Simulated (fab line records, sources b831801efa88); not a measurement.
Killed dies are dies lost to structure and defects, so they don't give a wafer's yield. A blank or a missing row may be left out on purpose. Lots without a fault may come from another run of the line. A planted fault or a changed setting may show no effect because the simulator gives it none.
fab line records | flow gf180mcu | part 2 of 2: steps 29 to 36 of 36
record lots=5 wafers=15 last_day=33
route steps=602 shown M4@460 V4@476
lots that met no fault: from a run of the same line without faults
start_h: hours from the record's first day to the start of the lot's first wafer shown | wait_h: hours since the lot's step before | " the same as in the row above | L1.1+2: a row that stands for several wafers | - no value, or no start given | * or withheld: withheld | < > ~ a bound
route shown NAME@n: a module of which the file shows steps, and the number in the route of the first | usual: mean/standard deviation of fault-free wafers | same: alike in all rows | chamber/n: place in a boat | sites: the reading at each site | _std_site: their standard deviation | _edge_site: outer sites' mean less inner sites' | radius_mm: how far each site lies from the wafer's centre | mask NAME#n: copy n | behind: the tool/chamber that last shaped the wafer | hold: why the lot was held/for how many hours/how that ended | device: the transistor (n, p or np) that didn't switch | end of line: the same wafers' tests at the end of the route | a step without rows: its recipe alone | killed: dies lost to structure and defects at the first sort, not the wafer's yield | map: a wafer's dies, x killed, . not, _ none there
set.NAME: the setting as run; set.NAME@STEP: as run at that earlier step | model.NAME: the simulator's own value behind a step, which no gauge read
lots at some steps of the route; a table a step, a row a wafer
services: from which hour (start_h, from the record's first day; less than 0 if before it) a tool's chamber was out of use, for how many hours, and why
## steps
# step GF_V4_PEB_12
# recipe peb_temp_c=135 peb_time_s=90 resist=KrF
# usual heater_power_total_W=85.69/0.08 plate_temp_C=135.01/0.15
# same peb_time_s=90
# columns lot.wafer tool chamber start_h wait_h heater_power_total_W plate_temp_C
L081.1 litho_track-04 0 - - 85.86 134.93
L081.3 " 0 " " 85.73 135.05
L081.6 " 0 " " 85.82 134.91
L083.1 litho_track-04 0 - - 85.85 134.93
L083.2 " 0 " " 85.74 134.91
L083.6 " 0 " " 85.78 134.92
L084.1 litho_track-04 0 - - 85.71 135.01
L084.2 " 0 " " 85.68 135.02
L084.3 " 0 " " 85.61 135.14
L091.3 litho_track-04 0 - - 85.67 134.88
L091.5 " 0 " " 85.65 135.20
L091.6 " 0 " " 85.70 135.11
L094.3 litho_track-02 0 - - 85.60 135.16
L094.5 " 0 " " 85.67 135.26
L094.6 " 0 " " 85.56 134.99
# step GF_V4_DEVELOP_13
# recipe develop_time_s=60 resist=KrF dev_temp_c=21
# usual developer_temp_C=21.01/0.098
# columns lot.wafer tool chamber start_h wait_h developer_temp_C
L081.1 litho_track-04 0 621.65 0.2 20.95
L081.3 " 0 " " 20.95
L081.6 " 0 " " 21.13
L083.1 litho_track-04 0 634.55 0.2 20.83
L083.2 " 0 " " 20.88
L083.6 " 0 " " 20.77
L084.1 litho_track-04 0 648.25 0.2 20.91
L084.2 " 0 " " 20.92
L084.3 " 0 " " 20.80
L091.3 litho_track-04 0 692.85 0.1 21.18
L091.5 " 0 " " 21.17
L091.6 " 0 " " 20.98
L094.3 litho_track-02 0 715.57 0.1 20.92
L094.5 " 0 " " 20.89
L094.6 " 0 " " 21.03
# step GF_V4_CD_MEAS_14
# recipe target_cd_nm=260
# usual cd_nm=259.8/1.3
# columns lot.wafer tool chamber start_h wait_h cd_nm
L081.1 cd_sem-02 - 621.80 0.1 258.5
L081.3 " - " " 260.3
L081.6 " - " " 258.2
L083.1 cd_sem-02 - 634.70 0.1 260.7
L083.2 " - " " 260.5
L083.6 " - " " 260.2
L084.1 cd_sem-01 - 648.40 0.1 258.7
L084.2 " - " " 259.4
L084.3 " - " " 260.0
L091.3 cd_sem-02 - 692.99 0.1 261.8
L091.5 " - " " 261.8
L091.6 " - " " 260.9
L094.3 cd_sem-02 - 715.71 0.1 261.0
L094.5 " - " " 261.3
L094.6 " - " " 260.5
# step GF_V4_OVL_MEAS_15
# usual V4_OVL=2/5.4
# columns lot.wafer tool chamber start_h wait_h V4_OVL[nm]
L081.1 overlay-02 - 621.92 0.1 2
L081.3 " - " " -2
L081.6 " - " " 0
L083.1 overlay-01 - 634.82 0.1 -1
L083.2 " - " " -2
L083.6 " - " " -1
L084.1 overlay-01 - 648.52 0.1 -2
L084.2 " - " " -1
L084.3 " - " " -1
L091.3 overlay-01 - 693.09 0.1 8
L091.5 " - " " 6
L091.6 " - " " 8
L094.3 overlay-02 - 715.80 0.1 1
L094.5 " - " " -1
L094.6 " - " " 5
# step GF_V4_ETCH_16
# recipe chemistry=N2/H2 target_depth_a=withheld overetch_a=withheld time_s=withheld target=BARC ion_energy_ev=200 source_w=500 bias_w=100 pressure_mtorr=30 n2_flow_sccm=100 h2_flow_sccm=200
# usual chamber_pressure_mTorr=29.997/0.029 drypump_motor_current_A=5.7/0.47 oes_product_au=0.855/0.0048 rf_fwd_power_W=495.0/1.8 throttle_valve_pct=13.224/0.0085
# columns lot.wafer tool chamber start_h wait_h chamber_pressure_mTorr drypump_motor_current_A oes_product_au rf_fwd_power_W throttle_valve_pct
L081.1 rie_diel-04 1 621.96 0.0 30.037 5.7 0.851 497.3 13.225
L081.3 " 3 " " 29.997 5.6 0.848 498.6 13.214
L081.6 " 2 " " 29.948 5.7 0.858 495.8 13.216
L083.1 rie_diel-03 3 634.86 0.0 30.029 4.6 0.861 495.3 13.213
L083.2 " 1 " " 29.971 6.2 0.843 497.0 13.210
L083.6 " 0 " " 30.034 5.8 0.847 493.0 13.236
L084.1 rie_diel-01 1 648.56 0.0 29.936 6.4 0.856 493.1 13.223
L084.2 " 3 " " 29.999 5.5 0.852 493.4 13.225
L084.3 " 2 " " 30.027 4.8 0.858 494.5 13.217
L091.3 rie_diel-01 3 693.11 0.0 30.019 5.5 0.847 493.8 13.236
L091.5 " 3 " " 30.050 5.5 0.854 494.1 13.202
L091.6 " 0 " " 29.995 5.6 0.860 495.2 13.222
L094.3 rie_diel-03 2 715.83 0.0 30.026 5.8 0.849 493.9 13.228
L094.5 " 3 " " 29.985 4.6 0.865 496.3 13.221
L094.6 " 0 " " 30.018 5.8 0.863 496.4 13.232
# step GF_V4_ETCH_17
# recipe chemistry=C4F8/O2/Ar mask_material=KrF target=SiO2 stop_on=TiN source_w=1500 bias_w=1200 pressure_mtorr=40 c4f8_flow_sccm=withheld O2_flow_sccm=6 Ar_flow_sccm=300 time_s=withheld target_depth_a=6300
# usual chamber_pressure_mTorr=40.00/0.032 oes_product_au=0.856/0.0053 rf_fwd_power_W=1493/5
# columns lot.wafer tool chamber start_h wait_h chamber_pressure_mTorr oes_product_au rf_fwd_power_W
L081.1 rie_diel-04 1 - - 40.02 0.862 1498
L081.3 " 3 " " 40.01 0.868 1494
L081.6 " 2 " " 40.08 0.863 1491
L083.1 rie_diel-03 3 - - 40.01 0.847 1497
L083.2 " 1 " " 40.03 0.851 1492
L083.6 " 0 " " 39.99 0.861 1488
L084.1 rie_diel-01 1 - - 39.98 0.856 1497
L084.2 " 3 " " 39.96 0.864 1501
L084.3 " 2 " " 39.94 0.852 1491
L091.3 rie_diel-01 3 - - 40.00 0.850 1497
L091.5 " 3 " " 39.97 0.847 1491
L091.6 " 0 " " 40.06 0.860 1488
L094.3 rie_diel-03 2 - - 39.99 0.859 1497
L094.5 " 3 " " 39.98 0.862 1493
L094.6 " 0 " " 40.01 0.850 1485
# step GF_V4_STRIP_18
# recipe chemistry=O2/N2 power_w=1400 pressure_mtorr=1500 platen_temp_c=250 o2_flow_sccm=3000 n2_flow_sccm=300 overash_fraction=0.5
# usual chamber_pressure_mTorr=1500.1/1.3 drypump_motor_current_A=5.8/0.3 heater_power_w=325/21 oes_product_au=0.593/0.0051
# columns lot.wafer tool chamber start_h wait_h chamber_pressure_mTorr drypump_motor_current_A heater_power_w oes_product_au rf_hours_counter_h
L081.1 plasma_asher-04 1 622.09 - 1500.3 5.4 346 0.596 56
L081.3 " 1 " " 1499.1 5.4 347 0.597 -
L081.6 " 1 " " 1499.3 5.3 343 0.593 -
L083.1 plasma_asher-03 1 634.99 - 1500.6 5.8 334 0.586 17
L083.2 " 0 " " 1500.2 6.1 280 0.592 17
L083.6 " 1 " " 1501.5 5.8 336 0.599 -
L084.1 plasma_asher-04 1 648.69 - 1501.0 5.4 342 0.599 59
L084.2 " 0 " " 1499.4 6.3 315 0.596 59
L084.3 " 1 " " 1500.5 5.4 351 0.589 -
L091.3 plasma_asher-04 0 693.27 - 1501.1 6.2 307 0.605 -
L091.5 " 1 " " 1500.2 5.4 344 0.595 -
L091.6 " 0 " " 1499.7 6.3 317 0.586 -
L094.3 plasma_asher-04 1 715.99 - 1499.1 5.4 346 0.587 -
L094.5 " 0 " " 1500.3 6.2 316 0.598 -
L094.6 " 1 " " 1501.7 5.3 356 0.586 -
# step GF_V4_STRIP_19
# recipe chemistry=post_etch_residue_remover time_s=1200 temp_c=72.5
# columns lot.wafer tool chamber start_h wait_h
L081.1+3+6 wet_bench-03 1 622.19 0.1
L083.1+2+6 wet_bench-04 0 635.09 0.1
L084.1+2+3 wet_bench-03 2 648.79 0.1
L091.3+5+6 wet_bench-04 1 693.34 0.0
L094.3+5+6 wet_bench-03 2 716.06 0.0
## services
# columns tool chamber start_h hours kind
rie_diel-01 1 557.75 4.5 repair
cmp-01 - 564.18 5.1 pm
wet_bench-03 - 591.91 1.9 pm
rie_diel-01 2 599.53 7.0 repair
cmp-01 - 604.04 0.4 repair
krf_scanner-02 - 604.31 1.3 pm
plasma_asher-02 - 605.46 2.7 repair
rie_diel-03 - 610.30 0.6 repair
rie_metal-01 1 612.01 3.9 repair
cmp-01 - 612.61 7.9 repair
rie_diel-03 - 613.36 0.7 repair
krf_scanner-02 - 617.05 0.8 repair
rie_diel-01 0 626.03 1.4 repair
krf_scanner-01 - 643.07 1.1 repair
krf_scanner-01 - 644.21 0.8 pm
krf_scanner-01 - 650.90 1.0 pm
hdpcvd-01 - 658.73 4.3 pm
cmp-01 - 680.76 0.9 repair
krf_scanner-01 - 681.21 0.3 repair
krf_scanner-01 - 688.92 9.2 repair
rie_diel-01 - 689.73 2.8 pm
krf_scanner-02 - 699.00 1.0 pm
krf_scanner-02 - 712.79 0.8 pm
krf_scanner-01 - 714.79 1.5 repair
